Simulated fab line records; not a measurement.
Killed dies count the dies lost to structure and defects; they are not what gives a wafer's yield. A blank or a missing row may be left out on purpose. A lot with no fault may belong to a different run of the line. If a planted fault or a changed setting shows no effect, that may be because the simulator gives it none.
8D (eight disciplines) problem report, filled in by code + flow gf180mcu + the parts of the form that need people (team, actions taken, sign-off) are left out

1. THE PROBLEM
Wafers free of any fault read 1168.6 ohm/sq (standard deviation 2.5) for MVPSD_RS at GF_VT_IMPLANT_RS_MEAS_49, against a mean of 1204.5 ohm/sq on 6 wafers of 2 lots. That is +14 standard deviations from the usual mean.
The step: measures by four-point-probe.
Earliest sighting: wafer L355.3 on film_metro-04 at day 11 12:41. At this step, 39 wafers from 13 lots have a number in the record. The rule behind "out" and "out of limits": a value lying over 4 standard deviations away from the usual mean. All remaining wafers that have a number are taken as sound.

2. WHAT IT IS, AND WHAT IT ISN'T
| question                    | is                           | is not                                                                          |
|-----------------------------|------------------------------|---------------------------------------------------------------------------------|
| which readings at this step | MVPSD_RS                     | -                                                                               |
| which lots                  | L355, L356                   | L341, L342, L343, L344, L345, L346, L347, L351, L357, L359, L361                |
| which wafers of those lots  | all that have a number       | -                                                                               |
| read on which gauges        | film_metro-02, film_metro-04 | film_metro-01                                                                   |
| when                        | from day 11 12:41            | up to then (24 sound wafers); but 9 sound wafers of L357, L359, L361 came after |

3. WHAT RULES OUT EACH SUSPECT
Counting: a tool at a process step up to the reading stays a suspect if it ran every lot that is out and no sound lot after the first of them.
- the gauge at GF_VT_IMPLANT_RS_MEAS_49: ruled out. Those wafers that are out were read across 2 gauges (film_metro-02, film_metro-04).
- implanter-03 at GF_MVPSD_IMPLANT_08: kept. Every lot that is out went through it, starting with L355 (day 8 12:14), and after that it ran no sound lot; the last sound lot it ran before then is L351 (day 7 13:12).
The count leaves implanter-03 at GF_MVPSD_IMPLANT_08.

4. THE CAUSE (what the simulator had put in)
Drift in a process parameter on implanter-03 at GF_MVPSD_IMPLANT_08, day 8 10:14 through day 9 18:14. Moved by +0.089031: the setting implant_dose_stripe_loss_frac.
This tool alone remained once counting was done.

5. THE CHAIN OF EFFECTS, in route order
Each row: a reading where the mean over the struck wafers with a number is more than 3 standard deviations away from the usual. Readings are gone through only where the record gives a usual standard deviation; hours: the median, over the lots, of the time from a lot's start at the first step in this table giving one to that lot's start at this step; sigmas: the change measured in usual standard deviations.
| hours | step                     | reading  | usual         | on struck wafers | change | sigmas |
|-------|--------------------------|----------|---------------|------------------|--------|--------|
| 0     | GF_VT_IMPLANT_RS_MEAS_49 | MVPSD_RS | 1168.6 ohm/sq | 1204.5           | +35.9  | +14    |
At these later measuring or inspecting steps, every struck wafer for which the step has a row has a number for every such reading, and none has moved that far: GF_DUAL_GATE_THK_MEAS_03.

6. HOW IT WOULD HAVE BEEN CAUGHT EARLIER
74 hours passed between the start of the fault at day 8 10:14 and the first reading out of limits at a measuring or inspecting step in this record, taken at day 11 12:41.
Each of the lots that are out, 2 in all, had begun GF_MVPSD_IMPLANT_08 on implanter-03 no later than day 11 12:41. Holding the tool at that point would not have protected any of them.
